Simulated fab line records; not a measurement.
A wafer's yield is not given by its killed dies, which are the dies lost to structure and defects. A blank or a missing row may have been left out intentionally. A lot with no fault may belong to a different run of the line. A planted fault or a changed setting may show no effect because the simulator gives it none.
Chamber matching :: flow sky130 :: SKY_SONOS_ONO_ETCH_15 on rie_diel-03: 4 sister chambers
The step etches the open film in CHF3/O2, target depth 19.52 nm, time 7.8 s. 14 wafers are shown with their chamber, then 7 later ones without.

WAFERS PAIRED WITH THEIR CHAMBERS
wafer: L078.3
chamber: 0
drypump_motor_current_A (A): 6.3
oes_product_au (a.u.): 0.986
throttle_valve_pct (%): 8.829

wafer: L078.4
chamber: 2
drypump_motor_current_A (A): 6.1
oes_product_au (a.u.): 1.018
throttle_valve_pct (%): 8.827

wafer: L078.6
chamber: 2
drypump_motor_current_A (A): 6.1
oes_product_au (a.u.): 1.004
throttle_valve_pct (%): 8.811

wafer: L082.3
chamber: 0
drypump_motor_current_A (A): 6.2
oes_product_au (a.u.): 0.998
throttle_valve_pct (%): 8.821

wafer: L082.4
chamber: 3
drypump_motor_current_A (A): 6.0
oes_product_au (a.u.): 1.012
throttle_valve_pct (%): 8.819

wafer: L082.5
chamber: 1
drypump_motor_current_A (A): 5.1
oes_product_au (a.u.): 1.003
throttle_valve_pct (%): 8.817

wafer: L087.1
chamber: 3
drypump_motor_current_A (A): 6.0
oes_product_au (a.u.): 1.013
throttle_valve_pct (%): 8.832

wafer: L087.3
chamber: 0
drypump_motor_current_A (A): 6.2
oes_product_au (a.u.): 0.983
throttle_valve_pct (%): 8.813

wafer: L087.5
chamber: 1
drypump_motor_current_A (A): 5.1
oes_product_au (a.u.): 0.990
throttle_valve_pct (%): 8.812

wafer: L086.2
chamber: 0
drypump_motor_current_A (A): 6.2
oes_product_au (a.u.): 0.987
throttle_valve_pct (%): 8.826

wafer: L086.5
chamber: 2
drypump_motor_current_A (A): 6.1
oes_product_au (a.u.): 1.019
throttle_valve_pct (%): 8.825

wafer: L086.6
chamber: 3
drypump_motor_current_A (A): 6.0
oes_product_au (a.u.): 1.014
throttle_valve_pct (%): 8.821

wafer: L092.1
chamber: 2
drypump_motor_current_A (A): 6.1
oes_product_au (a.u.): 1.019
throttle_valve_pct (%): 8.841

wafer: L092.2
chamber: 1
drypump_motor_current_A (A): 5.1
oes_product_au (a.u.): 0.996
throttle_valve_pct (%): 8.840

SIGNATURES, as means of the wafers listed above
reading: drypump_motor_current_A
chamber 0: 6.225
chamber 1: 5.100
chamber 2: 6.100
chamber 3: 6.000
scatter within a chamber: 0.0274

reading: oes_product_au
chamber 0: 0.98850
chamber 1: 0.99633
chamber 2: 1.01500
chamber 3: 1.01300
scatter within a chamber: 0.00615

reading: throttle_valve_pct
chamber 0: 8.82225
chamber 1: 8.82300
chamber 2: 8.82600
chamber 3: 8.82400
scatter within a chamber: 0.0107
Rule: for each reading, subtract the chamber's mean from the wafer's reading, divide by that reading's scatter and square the result; add these up over the readings and take the root, which gives the wafer's distance from the chamber. The wafer belongs to the nearest chamber; if the next one is less than 2 further off, it can't be placed. The scatter: take each reading less its chamber's mean, square it, sum over the shown wafers, divide by the number of wafers less the number of chambers, and take the root.

WAFERS WHOSE CHAMBER IS MISSING
wafer: L092.5
drypump_motor_current_A (A): 5.9
oes_product_au (a.u.): 1.002
throttle_valve_pct (%): 8.826

wafer: L096.4
drypump_motor_current_A (A): 5.1
oes_product_au (a.u.): 1.013
throttle_valve_pct (%): 8.828

wafer: L096.5
drypump_motor_current_A (A): 6.0
oes_product_au (a.u.): 1.010
throttle_valve_pct (%): 8.833

wafer: L096.6
drypump_motor_current_A (A): 6.1
oes_product_au (a.u.): 1.012
throttle_valve_pct (%): 8.833

wafer: L097.2
drypump_motor_current_A (A): 5.1
oes_product_au (a.u.): 1.003
throttle_valve_pct (%): 8.823

wafer: L097.5
drypump_motor_current_A (A): 6.0
oes_product_au (a.u.): 1.017
throttle_valve_pct (%): 8.816

wafer: L097.6
drypump_motor_current_A (A): 5.1
oes_product_au (a.u.): 1.010
throttle_valve_pct (%): 8.833

WHICH CHAMBER EACH ONE RAN IN
wafer: L092.5
from the rows above: 3
in truth: 3

wafer: L096.4
from the rows above: 1
in truth: 1

wafer: L096.5
from the rows above: 3
in truth: 3

wafer: L096.6
from the rows above: 2
in truth: 2

wafer: L097.2
from the rows above: 1
in truth: 1

wafer: L097.5
from the rows above: 3
in truth: 3

wafer: L097.6
from the rows above: 1
in truth: 1
Correct placement for 7 of the 7. Can't be placed from these rows: 0. 0 placed wrongly.
